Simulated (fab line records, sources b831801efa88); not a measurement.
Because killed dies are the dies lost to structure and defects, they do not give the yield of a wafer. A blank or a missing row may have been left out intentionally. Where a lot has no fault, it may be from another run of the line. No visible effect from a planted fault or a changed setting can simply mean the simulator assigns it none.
Problem report in the 8D (eight disciplines) form, filled by code -- flow gf180mcu -- the parts of the form that need people (team, actions taken, sign-off) are left out

== 1. WHAT IS WRONG ==
Across 2 wafers from 2 lots, PASSIVATION_CVD_00_THK at GF_PASSIVATION_THK_MEAS_01 averages 1105 nm, while fault-free wafers read 1001 nm with a standard deviation of 14. Relative to the usual mean, that is a shift of +7.4 standard deviations.
The first sign was on wafer L758.1 at day 31 20:12, on film metro-02. Wafers with a number at this step in the record: 36, from 12 lots. The rule behind "out" and "out of limits": a value lying over 4 standard deviations away from the usual mean. The other wafers with a number count as sound.

== 2. WHAT IT IS, WHAT IT ISN'T ==
question,is,is not
which readings at this step,PASSIVATION_CVD_00_THK,-
which lots,"L758, L761","L746, L749, L750, L751, L753, L755, L756, L759, L766, L767"
which wafers of those lots,"L758.1, L761.1","L758.4, L758.5, L761.2, L761.5"
read on which gauges,film metro-02,"film metro-03, film metro-04"
when,from day 31 20:12,"up to then (23 sound wafers); but 11 sound wafers of L759, L761, L766, L767 came after"

== 3. THE SUSPECTS, EACH WITH WHAT RULES IT OUT ==
Counting: any tool at a process step up to the reading remains a suspect provided it ran every lot that is out. Sound lots after the first of them don't rule it out here, since some wafers of a struck lot are sound.
- the gauge at GF_PASSIVATION_THK_MEAS_01: ruled out. All the wafers that are out were read on film metro-02, but those of them that GF_PASSIVATION_CVD_00 has rows for are out there too, on other tools.
- pvd sputter-01 at GF_TOP_METAL_SPUTTER_01 (material TiN, target thk 30 nm, time 25 s): kept. It ran every lot that is out, first L758 (day 31 01:59); its last sound lot up to then is L750 (day 28 18:55).
- pecvd-04 at GF_PASSIVATION_CVD_00 (deposits SiO2 from TEOS, target thk 1000 nm, time 111.95 s): kept. It ran every lot that is out, first L758 (day 31 20:07); its last sound lot up to then is L756 (day 31 16:59). Its own run length s readings are out on those wafers.
The count leaves pecvd-04 at GF_PASSIVATION_CVD_00 and pvd sputter-01 at GF_TOP_METAL_SPUTTER_01.

== 4. THE CAUSE (what the simulator had put in) ==
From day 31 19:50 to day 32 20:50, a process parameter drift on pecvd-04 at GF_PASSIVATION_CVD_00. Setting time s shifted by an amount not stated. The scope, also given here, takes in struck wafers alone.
This tool is one of the 2 suspects left after counting.

== 5. THE EFFECT CHAIN, in route order ==
Rows list readings where the struck wafers' mean (over those with a number) sits beyond 3 standard deviations from the usual. Only readings whose record carries a usual standard deviation are examined. hours: median over the lots of the time between each lot's start at the first step of this table that gives one and its start at this step. sigmas: the change, counted in usual standard deviations.
hours,step,reading,usual,on struck wafers,change,sigmas
0,GF_PASSIVATION_CVD_00,run length s,140.2 s,151.3,+11.2,+27
0,GF_PASSIVATION_THK_MEAS_01,PASSIVATION_CVD_00_THK,1001 nm,1105,+104,+7.4
Its process steps:
- GF_PASSIVATION_CVD_00: deposits SiO2 from TEOS, target thk 1000 nm, time 111.95 s.

== 6. WHAT WOULD HAVE CAUGHT IT SOONER ==
0 hours passed between the start of the fault at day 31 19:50 and the first reading out of limits at a measuring or inspecting step in this record, taken at day 31 20:12.
Tool's own readings at GF_PASSIVATION_CVD_00, run length s: out on all struck wafers the step has rows for; an alarm limit on them would have tripped on the first.
Of the lots that are out (2), L761 began GF_PASSIVATION_CVD_00 on pecvd-04 after day 31 20:12. It would have been spared by a hold on the tool at that moment.
